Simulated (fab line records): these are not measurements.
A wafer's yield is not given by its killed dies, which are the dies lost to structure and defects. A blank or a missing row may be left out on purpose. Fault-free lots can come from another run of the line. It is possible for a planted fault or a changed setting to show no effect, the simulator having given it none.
Which tool did it? ; flow gf180mcu ; 13 lots with 39 wafers sampled at 2 steps, on a route of 602 steps

== WHAT EACH GAUGE READ, for each wafer ==
GF_PASSIVATION_THK_MEAS_01.
lot;measured;on;PASSIVATION_CVD_00_THK (nm)
L314;day 29 00:58;film-metro-03;995 993 1017
L315;day 29 07:23;film-metro-03;998 999 1016
L317;day 30 03:37;film-metro-03;988 994 1011
L319;day 30 11:23;film-metro-03;1007 1005 1015
L318;day 30 19:22;film-metro-03;999 992 1016
L323;day 31 14:51;film-metro-04;1010 1020 1027
L326;day 32 14:32;film-metro-04;983 1001 1000
L328;day 32 19:59;film-metro-01;990 1008 1021
L331;day 33 15:31;film-metro-03;1011 1003 1011
L332;day 33 21:29;film-metro-03;996 1007 1032
L333;day 34 05:28;film-metro-01;974 989 1000
L334;day 34 11:18;film-metro-03;1007 1003 1013
L335;day 34 11:45;film-metro-01;997 1001 1005

== WHAT TOOL EACH LOT RAN ON (gives the tool, then ch and the chambers of the sampled wafers, and finally the start) ==
lot;GF_MIM_SPUTTER_07
L314;pvd-sputter-02, day 25 21:19
L315;pvd-sputter-04, day 25 22:48
L317;pvd-sputter-01, day 26 17:04
L319;pvd-sputter-01, day 27 01:24
L318;pvd-sputter-02, day 27 10:14
L323;pvd-sputter-01, day 28 10:01
L326;pvd-sputter-02, day 29 11:26
L328;pvd-sputter-04, day 29 16:34
L331;pvd-sputter-02, day 30 12:47
L332;pvd-sputter-01, day 30 22:50
L333;pvd-sputter-04, day 31 06:23
L334;pvd-sputter-04, day 31 13:27
L335;pvd-sputter-04, day 31 14:38
- GF_MIM_SPUTTER_07: material TiN, target thk 60 nm, time 50 s.

== AS READ BY THE TOOLS THEMSELVES (means over the sampled wafers that have a number; for cases with no such wafer, the mark the record gives instead) ==
GF_MIM_SPUTTER_07.
lot;tool;throttle-valve-pct (%)
L314;pvd-sputter-02;30.2
L315;pvd-sputter-04;29.3
L317;pvd-sputter-01;31.1
L319;pvd-sputter-01;30.5
L318;pvd-sputter-02;30.5
L323;pvd-sputter-01;30.6
L326;pvd-sputter-02;30.1
L328;pvd-sputter-04;29.2
L331;pvd-sputter-02;28.6
L332;pvd-sputter-01;31.2
L333;pvd-sputter-04;29.3
L334;pvd-sputter-04;29.2
L335;pvd-sputter-04;29.2

== THE ANSWER, worked out from the rows above alone ==
Rule: the usual values come from the lots themselves. Put in order of their means at a reading, lots are off if they are a third of the lots or fewer, leave a main group of 4 or more, and stand apart from it by a gap of 3 or more times the standard deviation of the main group's means; of several such gaps the widest counts. A main group is skipped when, at the precision printed for the reading in the tables above, its means are all equal. A lot without any number at a reading at which 4 lots or more have one is off too. All remaining lots with rows at the step are treated as sound. The gauges are gone through in route order, then the tools' own readings, and for those a lot's mean is taken as printed above. At the first step where some lot is off, the reading lying furthest off is the one used; lots without a number count as furthest.
No lot is off at any reading shown: from this, nothing can be told.

== WHAT HAD BEEN PUT IN BY THE SIMULATOR ==
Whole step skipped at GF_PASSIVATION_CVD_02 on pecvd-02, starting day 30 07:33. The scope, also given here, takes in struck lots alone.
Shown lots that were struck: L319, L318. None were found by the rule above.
